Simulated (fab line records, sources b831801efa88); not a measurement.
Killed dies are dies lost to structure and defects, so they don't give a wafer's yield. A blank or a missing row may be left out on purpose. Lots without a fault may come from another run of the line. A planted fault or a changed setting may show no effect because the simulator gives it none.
A struck lot beside a sound one | flow sky130 | 21 steps out of a route of 708
Sound: wafers L564.1, L564.2, L564.5. Struck: wafers L565.2, L565.3, L565.6. The cause comes at the end.
At each step with rows: each side's tool, then ch and its chambers, then its first start. Under that, the readings that differ: sound wafers | struck wafers | difference of the means | sigmas: that difference in standard deviations of wafers without a fault.
alike: readings whose means differ by less than 2 such deviations, and words and numbers that are the same on both sides. not compared: withheld readings, readings that some wafer has no value for, bounds like >300 that may hide the same value, and numbers for which the record gives no deviation and whose values overlap.
The two part at a step that has a row with sigmas, a row that says differs or no value, or rows on one side only. Numbers that don't overlap but have no deviation are shown without sigmas and don't part them. A reading that every wafer of one side lacks parts them only if that side has two wafers or more.

first, 1 step without rows for these wafers: SKY_RES_XHIGH_IMPLANT_07.
SKY_RES_XHIGH_STRIP_08: strips in O2/N2.
  sound on plasma_asher-04 ch 0,1, day 27 13:05; struck on plasma_asher-03 ch 0,1, day 27 16:56
  alike: drypump_motor_current_A, oes_product_au, strip_time_to_endpoint_s
  not compared: rf_hours_counter_h
SKY_RES_XHIGH_TW_MEAS_09:
  sound on film_metro-01, day 27 13:11; struck on film_metro-03, day 27 17:02
  alike: RES_XHIGH_TW
then, 7 steps without rows for these wafers: SKY_SD_N_DEHYDRATE_00 (time 60 s); SKY_SD_N_HMDS_01 (prime time 60 s); SKY_SD_N_COAT_02 (resist thk 1140 nm); SKY_SD_N_SOFTBAKE_03 (time 60 s); SKY_SD_N_EXPOSE_04 (exposes mask NSDM, target cd 380 nm); SKY_SD_N_PEB_05; SKY_SD_N_DEVELOP_06 (develop time 60 s).
SKY_SD_N_CD_MEAS_07: target cd 380 nm.
  sound on cd_sem-02, day 28 18:17; struck on cd_sem-02, day 28 20:27
  alike: cd_nm
SKY_SD_N_OVL_MEAS_08:
  sound on overlay-01, day 28 18:24; struck on overlay-01, day 28 20:34
  alike: SD_N_OVL
SKY_SD_N_IMPLANT_09:
  sound on implanter-03 ch 0, day 28 18:26; struck on implanter-03 ch 0, day 28 20:37
  reading                          | sound                         | struck                     | difference | sigmas
  beam_on_s (s)                    | 19.8 20.2 20.0                | 10.0 9.9 10.3              | -9.9       | -8
  dose_ions_cm2                    | 3.999e+15 3.999e+15 4.005e+15 | 4.59e+14 4.62e+14 4.66e+14 | -3.54e+15  | -99 or more
  end_station_pressure_torr (Torr) | 1.25e-05 1.25e-05 1.14e-05    | 6.6e-06 6.6e-06 7.2e-06    | -5.3e-06   | -5
  faraday_current_uA               | 11062 10897 11031             | 2615 2592 2510             | -8424      | -10
then, 1 step without rows for these wafers: SKY_SD_N_IMPLANT_10.
SKY_SD_N_STRIP_11: strips in O2/N2.
  sound on plasma_asher-02 ch 0,1, day 28 18:44; struck on plasma_asher-03 ch 0, day 28 20:53
  reading                      | sound             | struck            | difference | sigmas
  oes_product_au (a.u.)        | 0.534 0.526 0.523 | 0.646 0.641 0.642 | +0.115     | +26
  strip_time_to_endpoint_s (s) | 22.54 22.53 22.55 | 15.92 15.90 15.98 | -6.61      | -99 or more
  alike: drypump_motor_current_A
  not compared: rf_hours_counter_h
SKY_SD_N_TW_MEAS_12:
  sound on film_metro-03, day 28 18:50; struck on film_metro-04, day 28 21:00
  reading | sound          | struck         | difference | sigmas
  SD_N_TW | 4005 4013 4010 | 3376 3394 3414 | -615       | -28
then, 1 step without rows for these wafers: SKY_SD_N_CLEAN_13 (cleans in SC1/SC2, time 150 s).
SKY_SD_N_RTA_14: time 2 s.
  sound on rtp_anneal-01 ch 0, day 28 18:57; struck on rtp_anneal-02 ch 0, day 28 21:07
  alike: anneal_temp_c_max, chamber_o2_ppm, lamp_power_pct, wafer_temp_C_max
SKY_SD_N_RS_MEAS_16: measures by four-point-probe.
  sound on film_metro-03, day 28 19:08; struck on film_metro-04, day 28 21:18
  reading          | sound             | struck               | difference | sigmas
  SD_N_RS (ohm/sq) | 68.54 68.45 68.57 | 169.46 169.37 165.80 | +99.69     | +99 or more
SKY_SD_N_RS_MEAS_17: measures by four-point-probe.
  sound on film_metro-03, day 28 19:15; struck on film_metro-04, day 28 21:25
  alike: SD_P_RS
-- the record jumps here: 17 days lie between the struck wafers' starts before and after (it left off in module SD_N and takes up again in module PAD_OPEN, whose first step shown is number 708 of the route) --
SKY_PAD_OPEN_PROBE_99:
  sound on prober-02, day 46 06:52; struck on prober-01, day 46 07:16
  reading                                 | sound                         | struck                        | difference | sigmas
  model.etest.nfet_g5v0d10v5.r_on_ohm_um  | 1883 1917 1899                | 2576 2546 2480                | +634       |
  model.etest.nfet_16v.r_on_ohm_um        | 1.445e+04 1.457e+04 1.444e+04 | 1.478e+04 1.471e+04 1.469e+04 | +2.400e+02 |
  model.etest.res_ndiff.line_ohm_um       | 765.5 766.3 764.6             | 1296 1296 1290                | +529       |
  model.etest.sonos_uncharged.r_on_ohm_um | 807.5 796 801.1               | 1311 1311 1291                | +503       |
  model.etest.licon_ndiff.rc_ohm          | 190.1 180 179.1               | 491.4 485.2 477               | +301.5     |
  model.etest.nfet_01v8.r_on_ohm_um       | 836.8 818.5 831.6             | 1066 1088 1047                | +238       |
  model.etest.res_ndiff_hv.rs_ohm_sq      | 115.3 116 116.1               | 213.1 214.1 210.4             | +96.7      |
  model.etest.res_ndiff.rs_ohm_sq         | 122.7 123.2 122.2             | 204.2 204.3 202.1             | +80.8      |
  alike: killed_at_M0_to_M3, killed_at_M4_up, killed_at_contacts, killed_at_front_end, killed_at_other, killed_dies, killed_open, killed_short

WHERE THEY PART
First at SKY_SD_N_IMPLANT_09; last, within this record, at SKY_SD_N_RS_MEAS_16. Later steps at which nothing parts them and some readings are alike: SKY_SD_N_RS_MEAS_17, SKY_PAD_OPEN_PROBE_99.

WHY: what the simulator had put in
Process parameter drift: implanter-03, from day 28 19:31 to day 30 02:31, at SKY_SD_N_IMPLANT_09. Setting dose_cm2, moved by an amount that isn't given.
